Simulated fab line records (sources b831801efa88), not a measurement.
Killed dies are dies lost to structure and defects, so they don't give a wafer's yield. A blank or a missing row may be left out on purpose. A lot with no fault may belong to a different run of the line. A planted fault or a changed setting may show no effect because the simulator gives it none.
A sampling plan put to the test	flow sky130	each of the 17 faults these records tell of, on one fab line, judged from the records of the lots it struck
What counts as the plan is the set of the line's own looks, namely the steps on the route at which a gauge or an inspection reads a wafer and does not change it. Where struck wafers have a number at a look and the file lists that look's usual mean and standard deviation on fault-free wafers, the look can be judged. Caught: at a look after the fault's first step, the mean of the struck wafers lies 4 or more of those standard deviations (sigma) from the usual mean. On the tool: the identical test, applied to the tool's own readings at the steps of the fault. Caught also covers a different recipe on the struck wafers, or a record left blank for those wafers only.

== THE FAULTS, as the simulator had put them in ==
1. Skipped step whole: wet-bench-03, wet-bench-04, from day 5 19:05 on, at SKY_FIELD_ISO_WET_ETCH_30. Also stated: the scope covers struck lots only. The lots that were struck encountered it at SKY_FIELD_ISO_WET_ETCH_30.
2. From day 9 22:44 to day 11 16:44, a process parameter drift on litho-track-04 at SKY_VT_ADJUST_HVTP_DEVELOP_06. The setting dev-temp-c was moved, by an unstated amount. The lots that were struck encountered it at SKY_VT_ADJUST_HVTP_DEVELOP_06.
3. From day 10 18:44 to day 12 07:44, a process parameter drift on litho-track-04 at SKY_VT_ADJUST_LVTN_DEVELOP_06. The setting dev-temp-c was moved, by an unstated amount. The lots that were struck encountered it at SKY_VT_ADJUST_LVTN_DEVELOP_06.
4. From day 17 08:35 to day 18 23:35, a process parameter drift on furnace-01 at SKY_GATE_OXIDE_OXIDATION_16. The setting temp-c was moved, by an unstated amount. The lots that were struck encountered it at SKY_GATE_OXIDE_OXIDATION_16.
5. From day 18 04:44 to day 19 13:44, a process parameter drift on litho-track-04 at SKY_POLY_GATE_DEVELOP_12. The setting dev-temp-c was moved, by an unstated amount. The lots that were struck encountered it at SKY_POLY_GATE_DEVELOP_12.
6. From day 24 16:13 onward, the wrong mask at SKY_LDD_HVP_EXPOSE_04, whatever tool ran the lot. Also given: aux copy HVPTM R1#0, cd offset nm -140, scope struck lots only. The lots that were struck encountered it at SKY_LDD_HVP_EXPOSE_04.
7. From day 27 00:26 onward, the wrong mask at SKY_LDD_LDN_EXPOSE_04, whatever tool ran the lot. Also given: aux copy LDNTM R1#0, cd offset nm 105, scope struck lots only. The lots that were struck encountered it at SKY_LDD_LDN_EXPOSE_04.
8. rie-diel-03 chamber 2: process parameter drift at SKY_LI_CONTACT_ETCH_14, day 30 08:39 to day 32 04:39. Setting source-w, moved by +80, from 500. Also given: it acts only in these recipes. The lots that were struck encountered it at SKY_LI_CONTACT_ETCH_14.
9. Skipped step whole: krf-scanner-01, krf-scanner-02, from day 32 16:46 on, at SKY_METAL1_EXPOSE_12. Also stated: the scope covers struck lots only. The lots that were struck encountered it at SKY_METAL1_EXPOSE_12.
10. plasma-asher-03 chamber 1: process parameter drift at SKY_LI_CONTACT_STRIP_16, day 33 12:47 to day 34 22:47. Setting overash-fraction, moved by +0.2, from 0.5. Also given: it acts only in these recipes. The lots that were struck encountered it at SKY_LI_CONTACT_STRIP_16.
11. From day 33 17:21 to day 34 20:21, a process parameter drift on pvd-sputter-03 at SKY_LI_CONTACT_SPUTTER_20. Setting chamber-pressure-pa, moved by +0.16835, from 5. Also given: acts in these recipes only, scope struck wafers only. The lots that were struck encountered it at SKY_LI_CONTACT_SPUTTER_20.
12. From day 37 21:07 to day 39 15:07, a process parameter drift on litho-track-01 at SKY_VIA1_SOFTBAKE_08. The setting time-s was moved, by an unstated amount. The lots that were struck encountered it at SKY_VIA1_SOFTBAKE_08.
13. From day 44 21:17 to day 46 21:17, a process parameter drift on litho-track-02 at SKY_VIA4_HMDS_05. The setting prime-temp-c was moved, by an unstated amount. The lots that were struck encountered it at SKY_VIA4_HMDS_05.
14. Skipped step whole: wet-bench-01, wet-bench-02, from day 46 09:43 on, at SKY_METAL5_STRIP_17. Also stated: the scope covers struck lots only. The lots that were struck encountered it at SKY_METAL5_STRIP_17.
15. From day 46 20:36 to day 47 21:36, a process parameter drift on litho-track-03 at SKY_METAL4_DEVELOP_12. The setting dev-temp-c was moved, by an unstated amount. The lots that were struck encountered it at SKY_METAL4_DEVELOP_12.
16. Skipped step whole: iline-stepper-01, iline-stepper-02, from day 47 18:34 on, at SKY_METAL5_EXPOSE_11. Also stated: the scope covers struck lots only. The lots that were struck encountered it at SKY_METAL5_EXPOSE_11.
17. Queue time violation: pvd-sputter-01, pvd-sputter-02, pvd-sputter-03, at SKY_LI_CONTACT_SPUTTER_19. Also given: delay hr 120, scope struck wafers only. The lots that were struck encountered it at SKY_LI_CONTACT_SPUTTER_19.

== WHAT THE PLAN SAW ==
fault	on the tool itself	first look that catches it	reading, sigma	median hours from its first step to that look	hours from the fault's start to the first struck lot there	judged looks passed uncaught
1	the tool's record is blank for the struck wafers	no look after it can be judged	-	-	-	0
2	developer-temp-C +24 sigma	not the one look that can be judged after it	-	-	-	1
3	developer-temp-C +8.8 sigma	no look after it can be judged	-	-	-	0
4	tube-center-temp-C -99 or beyond sigma	none of the 2 looks that can be judged after it	-	-	-	2
5	developer-temp-C -19 sigma	not the one look that can be judged after it	-	-	-	1
6	no reading that can be judged	none of the 2 looks that can be judged after it	-	-	-	2
7	under 2 sigma	not the one look that can be judged after it	-	-	-	1
8	rf-fwd-power-W +44 sigma	not the one look that can be judged after it	-	-	-	1
9	no reading that can be judged	no look after it can be judged	-	-	-	0
10	under 2 sigma	none of the 2 looks that can be judged after it	-	-	-	2
11	chamber-pressure-pa +16 sigma	not the one look that can be judged after it	-	-	-	1
12	run-length-s -99 or beyond sigma	no look after it can be judged	-	-	-	0
13	prime-temp-c -18 sigma	no look after it can be judged	-	-	-	0
14	the tool's record is blank for the struck wafers	no look after it can be judged	-	-	-	0
15	developer-temp-C +6.5 sigma	no look after it can be judged	-	-	-	0
16	no reading that can be judged	no look after it can be judged	-	-	-	0
17	under 2 sigma	no look after it can be judged	-	-	-	0
A dash: this means the fault isn't caught or the number doesn't appear in these records.

Caught at a look: 0 of 17. Caught on the tool: 11 of 17. By one or the other: 11 of 17.
Faults 1, 2, 3, 4, 5, 8, 11, 12, 13, 14, 15 were caught on the tool alone.
Caught by neither: faults 6, 7, 9, 10, 16, 17.
